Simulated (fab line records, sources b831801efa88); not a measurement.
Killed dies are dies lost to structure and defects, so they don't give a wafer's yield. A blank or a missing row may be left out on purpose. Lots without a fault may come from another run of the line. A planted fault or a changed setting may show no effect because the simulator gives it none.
Problem report in the 8D (eight disciplines) form, filled by code | flow sky130 | the parts of the form that need people (team, actions taken, sign-off) are left out

1. THE PROBLEM
beam_energy_keV at SKY_LDD_N_IMPLANT_11 reads a mean of 21.728 on 6 wafers of 2 lots; wafers without a fault read 20.001 with a standard deviation of 0.0057. That is +99 or more standard deviations from the usual mean.
First seen on wafer L974.1, day 22 22:47, on implanter-03. The record holds 42 wafers of 14 lots with a number at this step. Rule for "out", or "out of limits": more than 4 standard deviations from the usual mean. The other wafers with a number count as sound.

2. WHAT IT IS AND WHAT IT IS NOT
question                    | is                     | is not
which readings at this step | beam_energy_keV        | -
which lots                  | L974, L978             | L963, L964, L965, L966, L967, L971, L975, L979, L980, L981, L983, L984
which wafers of those lots  | all that have a number | -
read on which tools         | implanter-03           | implanter-02, implanter-04
when                        | from day 22 22:47      | up to then (21 sound wafers); but 15 sound wafers of L979, L980, L981, L983, L984 came after

3. SUSPECTS, AND WHAT RULES EACH OUT
Counting: a tool at a process step up to the reading stays a suspect if it ran every lot that is out and no sound lot after the first of them.
- implanter-03 at SKY_LDD_N_IMPLANT_11: kept. It ran every lot that is out, first L974 (day 22 22:47), and no sound lot after that; its last sound lot up to then is L971 (day 21 19:56). Its own readings are out on those wafers: beam_energy_keV.
Left after counting: implanter-03 at SKY_LDD_N_IMPLANT_11.

4. THE CAUSE (what the simulator had put in)
Process parameter drift: implanter-03, from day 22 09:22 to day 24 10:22, at SKY_LDD_N_IMPLANT_11. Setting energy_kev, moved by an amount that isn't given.
Counting left only this tool.

5. THE CHAIN OF EFFECTS, in route order
Each row: a reading whose mean over the struck wafers that have a number lies more than 3 standard deviations from the usual. Only readings for which the record gives a usual standard deviation are gone through. hours: the time from each lot's start at the first step in this table that gives one to its start at this step, as a median over the lots. sigmas: the change in usual standard deviations.
hours | step                 | reading         | usual  | on struck wafers | change | sigmas
0     | SKY_LDD_N_IMPLANT_11 | beam_energy_keV | 20.001 | 21.728           | +1.727 | +99 or more
The process steps in it:
- SKY_LDD_N_IMPLANT_11
Later measuring or inspecting steps at which every struck wafer that the step has a row for has a number for every such reading, and none has moved that far: SKY_LDD_N_TW_MEAS_17.

6. WHAT WOULD HAVE CAUGHT IT SOONER
In this record the first reading out of limits was taken at day 22 22:47, 13 hours after the fault began at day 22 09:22.
